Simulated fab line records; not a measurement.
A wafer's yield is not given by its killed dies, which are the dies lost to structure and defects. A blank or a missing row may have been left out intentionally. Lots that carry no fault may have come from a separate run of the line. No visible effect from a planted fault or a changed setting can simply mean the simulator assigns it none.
Problem report in the 8D (eight disciplines) form, filled by code | flow sky130 | the parts of the form that need people (team, actions taken, sign-off) are left out

== 1. WHAT IS WRONG ==
At SKY_METAL4_ETCH_16, rf_fwd_power_W averages 575.4 W over 6 wafers from 2 lots, while fault-free wafers read 496.5 W, standard deviation 1.6. That is +49 standard deviations from the usual mean.
The step: etches BARC in N2/H2, stops on SiO2, time 88.2 s, target depth 60 nm.
First observed at day 44 19:41: wafer L400.1, on rie_metal-01. The record has a number at this step for 36 wafers belonging to 12 lots. Rule for "out" (also "out of limits"): further than 4 standard deviations from the usual mean. All remaining wafers that have a number are taken as sound.

== 2. WHAT IT IS AND WHAT IT IS NOT ==
question                    | is                     | is not
which readings at this step | rf_fwd_power_W         | drypump_motor_current_A, he_backside_leak_sccm, oes_product_au
which lots                  | L400, L401             | L392, L393, L395, L396, L397, L403, L411, L412, L413, L414
which wafers of those lots  | all that have a number | -
read on which tools         | rie_metal-01           | rie_metal-02, rie_metal-03
when                        | from day 44 19:41      | up to then (15 sound wafers); but 15 sound wafers of L403, L411, L412, L413, L414 came after

== 3. THE SUSPECTS, EACH WITH WHAT RULES IT OUT ==
Counting: a tool stays on the suspect list if, at a process step up to the reading, it processed all lots that are out and no sound lot following the first of them.
- rie_metal-01 at SKY_METAL4_ETCH_16 (etches BARC in N2/H2, stops on SiO2, time 88.2 s, target depth 60 nm): ruled out as a lasting fault. After its first lot that is out, L400 (day 44 19:41), sound lots L413, L412, L414 ran on it.
Left after counting: nothing in the record.

== 4. THE CAUSE (what the simulator had put in) ==
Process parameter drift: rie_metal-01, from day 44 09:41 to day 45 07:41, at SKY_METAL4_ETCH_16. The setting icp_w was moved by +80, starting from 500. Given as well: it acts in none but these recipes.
Counting ruled it out, wrongly.

== 5. THE EFFECT CHAIN, in route order ==
Each row: a reading whose mean over the struck wafers that have a number lies more than 3 standard deviations from the usual. Readings are gone through only where the record gives a usual standard deviation; hours: the median, over the lots, of the time from a lot's start at the first step in this table giving one to that lot's start at this step; sigmas: the change measured in usual standard deviations.
hours | step               | reading        | usual   | on struck wafers | change | sigmas
0     | SKY_METAL4_ETCH_16 | rf_fwd_power_W | 496.5 W | 575.4            | +78.9  | +49
Its process steps:
- SKY_METAL4_ETCH_16: etches BARC in N2/H2, stops on SiO2, time 88.2 s, target depth 60 nm.

== 6. WHAT WOULD HAVE CAUGHT IT SOONER ==
The fault began at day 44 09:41; the first out-of-limits reading in this record came at day 44 19:41, 10 hours later.
